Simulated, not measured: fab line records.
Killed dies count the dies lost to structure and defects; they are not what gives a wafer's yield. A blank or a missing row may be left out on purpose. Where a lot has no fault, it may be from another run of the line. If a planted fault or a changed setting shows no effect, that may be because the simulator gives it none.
What tool caused it? | flow gf180mcu | Sampling: 12 lots, 36 wafers, 5 of 602 route steps

WHAT THE GAUGES READ, wafer by wafer
GF_VT_IMPLANT_OVL_MEAS_07.
lot  | measured     | on         | VT_IMPLANT_OVL (nm)
L426 | day 5 17:16  | overlay-02 | -0.3 -0.2 0.7
L429 | day 6 12:02  | overlay-02 | -0.1 0.6 0.6
L431 | day 6 22:14  | overlay-02 | 4.5 2.9 3.1
L433 | day 7 17:35  | overlay-02 | -0.4 -0.8 -1.4
L435 | day 7 23:44  | overlay-02 | 0.4 -0.6 0.2
L436 | day 8 07:35  | overlay-01 | -2.0 -1.8 -1.2
L438 | day 8 19:20  | overlay-02 | 1.2 0.9 0.6
L443 | day 9 21:18  | overlay-01 | -0.6 0.1 0.9
L444 | day 10 03:29 | overlay-02 | 0.8 -0.5 0.5
L445 | day 10 08:57 | overlay-01 | 1.6 2.0 0.8
L448 | day 11 01:50 | overlay-02 | 0.9 1.5 2.0
L449 | day 11 08:56 | overlay-01 | -0.5 -0.9 0.7

GF_VT_IMPLANT_RS_MEAS_47: uses a four-point probe to measure.
lot  | measured     | on            | NWELL_RS (ohm/sq)
L426 | day 7 15:33  | film-metro-04 | 485.9 487.7 487.9
L429 | day 8 09:49  | film-metro-04 | 487.2 488.8 487.5
L431 | day 8 22:26  | film-metro-04 | 488.4 488.0 488.2
L433 | day 9 18:23  | film-metro-02 | 488.5 488.0 488.4
L435 | day 10 02:34 | film-metro-04 | 489.6 489.2 488.9
L436 | day 10 10:33 | film-metro-02 | 487.8 488.6 488.5
L438 | day 10 22:43 | film-metro-02 | 490.4 490.4 489.7
L443 | day 12 03:05 | film-metro-01 | 481.6 482.7 482.5
L444 | day 12 10:06 | film-metro-04 | 486.4 486.4 486.3
L445 | day 12 16:35 | film-metro-04 | 486.5 485.4 483.3
L448 | day 13 12:12 | film-metro-01 | 486.8 486.7 487.7
L449 | day 13 17:23 | film-metro-02 | 488.1 487.8 488.5

WHAT TOOL EACH LOT RAN ON (gives the tool, then ch and the chambers of the sampled wafers, and finally the start)
lot  | GF_STI_ETCH_14                  | GF_NWELL_IMPLANT_08            | GF_VT_IMPLANT_STRIP_42
L426 | rie-si-01 ch 0,1,3, day 2 01:28 | implanter-03 ch 0, day 3 08:19 | plasma-asher-02 ch 0,1, day 7 15:01
L429 | rie-si-02 ch 0,2,3, day 2 18:31 | implanter-02 ch 0, day 4 01:23 | plasma-asher-02 ch 0,1, day 8 09:22
L431 | rie-si-02 ch 0,1, day 3 03:56   | implanter-02 ch 0, day 4 10:52 | plasma-asher-02 ch 0,1, day 8 22:01
L433 | rie-si-02 ch 2,3, day 3 14:02   | implanter-03 ch 0, day 5 05:34 | plasma-asher-01 ch 1, day 9 17:51
L435 | rie-si-02 ch 0,1,3, day 4 00:02 | implanter-02 ch 0, day 5 10:32 | plasma-asher-03 ch 0,1, day 10 02:07
L436 | rie-si-02 ch 0,2,3, day 4 07:28 | implanter-04 ch 0, day 5 18:12 | plasma-asher-01 ch 0,1, day 10 10:06
L438 | rie-si-02 ch 1,2,3, day 4 18:44 | implanter-04 ch 0, day 6 05:11 | plasma-asher-02 ch 0,1, day 10 22:13
L443 | rie-si-02 ch 0,3, day 5 17:50   | implanter-04 ch 0, day 7 04:11 | plasma-asher-02 ch 0,1, day 12 02:30
L444 | rie-si-02 ch 0,1,3, day 6 00:05 | implanter-03 ch 0, day 7 10:40 | plasma-asher-01 ch 0, day 12 09:40
L445 | rie-si-02 ch 1,2,3, day 6 03:59 | implanter-04 ch 0, day 7 15:25 | plasma-asher-03 ch 0,1, day 12 16:09
L448 | rie-si-01 ch 1,2,3, day 6 18:53 | implanter-03 ch 0, day 8 05:55 | plasma-asher-03 ch 0,1, day 13 11:46
L449 | rie-si-02 ch 0,1,2, day 6 23:58 | implanter-03 ch 0, day 8 12:23 | plasma-asher-01 ch 0,1, day 13 16:56
- GF_STI_ETCH_14: etches Si in HBr/Cl2/O2, target depth 360 nm, time 102.9 s.
- GF_NWELL_IMPLANT_08
- GF_VT_IMPLANT_STRIP_42: strips in O2/N2.

WHAT THE TOOLS THEMSELVES READ (means of the sampled wafers that have a number; where no wafer has one, the mark that the record gives instead)
GF_STI_ETCH_14.
lot  | tool      | O2_flow_sccm (sccm) | drypump-motor-current-A (A) | oes-product-au (a.u.) | throttle-valve-pct (%)
L426 | rie-si-01 | 6.010               | 6.0                         | 0.993                 | 25.654
L429 | rie-si-02 | 6.009               | 6.4                         | 1.009                 | 25.658
L431 | rie-si-02 | 5.997               | 5.9                         | 1.006                 | 25.646
L433 | rie-si-02 | 6.006               | 6.3                         | 0.998                 | 25.655
L435 | rie-si-02 | 5.995               | 6.2                         | 1.000                 | 25.658
L436 | rie-si-02 | 5.986               | 6.4                         | 1.000                 | 25.645
L438 | rie-si-02 | 5.994               | 6.1                         | 0.996                 | 25.652
L443 | rie-si-02 | 5.993               | 6.4                         | 0.998                 | 25.658
L444 | rie-si-02 | 6.005               | 6.2                         | 0.992                 | 25.663
L445 | rie-si-02 | 6.003               | 6.1                         | 0.995                 | 25.653
L448 | rie-si-01 | 6.014               | 6.1                         | 0.992                 | 25.660
L449 | rie-si-02 | 5.998               | 6.2                         | 1.000                 | 25.652

GF_NWELL_IMPLANT_08.
lot  | tool         | beam-energy-keV | dose-ions-cm2
L426 | implanter-03 | 450.08          | 1.5006e+13
L429 | implanter-02 | 449.89          | 1.5007e+13
L431 | implanter-02 | 450.04          | 1.5020e+13
L433 | implanter-03 | 449.90          | 1.4976e+13
L435 | implanter-02 | 450.05          | 1.5026e+13
L436 | implanter-04 | 450.06          | 1.5005e+13
L438 | implanter-04 | 449.76          | 1.4993e+13
L443 | implanter-04 | 464.74          | 1.5024e+13
L444 | implanter-03 | 449.95          | 1.5001e+13
L445 | implanter-04 | 464.79          | 1.5011e+13
L448 | implanter-03 | 450.17          | 1.4968e+13
L449 | implanter-03 | 449.95          | 1.4980e+13

GF_VT_IMPLANT_STRIP_42.
lot  | tool            | drypump-motor-current-A (A) | heater-power-w (W) | oes-product-au (a.u.) | strip-time-to-endpoint-s (s)
L426 | plasma-asher-02 | 5.8                         | 329                | 0.717                 | 12.63
L429 | plasma-asher-02 | 5.8                         | 330                | 0.713                 | 12.66
L431 | plasma-asher-02 | 6.2                         | 347                | 0.713                 | 12.65
L433 | plasma-asher-01 | 5.0                         | 345                | 0.714                 | 12.65
L435 | plasma-asher-03 | 5.8                         | 314                | 0.713                 | 12.58
L436 | plasma-asher-01 | 5.4                         | 338                | 0.713                 | 12.65
L438 | plasma-asher-02 | 6.2                         | 346                | 0.715                 | 12.62
L443 | plasma-asher-02 | 6.2                         | 340                | 0.722                 | 12.60
L444 | plasma-asher-01 | 5.6                         | 333                | 0.717                 | 12.64
L445 | plasma-asher-03 | 5.9                         | 311                | 0.713                 | 12.64
L448 | plasma-asher-03 | 5.8                         | 309                | 0.718                 | 12.60
L449 | plasma-asher-01 | 5.2                         | 340                | 0.718                 | 12.63

THE ANSWER, worked out from the rows above alone
Rule: the lots themselves supply what counts as usual. Put in order of their means at a reading, lots are off if they are a third of the lots or fewer, leave a main group of 4 or more, and stand apart from it by a gap of 3 or more times the standard deviation of the main group's means; of several such gaps the widest counts. If all means in a main group match to the digits the tables above print for the reading, that group is not used. A lot without any number at a reading at which 4 lots or more have one is off too. The other lots that the step has rows for count as sound. Order of review: gauges by route order, followed by the tools' own readings, for which a lot's mean as printed above is used. The first step at which some lot is off is used, and at that step the reading that is off furthest; a lot without a number counts as furthest.
Off, at GF_NWELL_IMPLANT_08 on beam-energy-keV: L443, L445. For the main group the mean is 449.99 and the standard deviation 0.11.
A tool fits if, at that step or a process step before it, it ran every lot that is off, and no sound lot after the first of them. One candidate fits, namely implanter-04 at GF_NWELL_IMPLANT_08. Its last sound lot is L438 (day 6 05:11), its first lot that is off L443 (day 7 04:11): a fault that began between those two fits.
On the lots that are off, the tool's own readings at GF_NWELL_IMPLANT_08 differ by more than 5 times the standard deviation of the sound lots' means, which bears it out; beam-energy-keV reads 464.76 there versus 449.99 on the sound lots.

WHAT HAD BEEN PUT IN BY THE SIMULATOR
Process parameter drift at GF_NWELL_IMPLANT_08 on implanter-04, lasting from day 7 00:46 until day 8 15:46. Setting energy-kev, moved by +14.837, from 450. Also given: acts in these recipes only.
Shown lots that were struck: L443, L445. The same result came from the rule above.
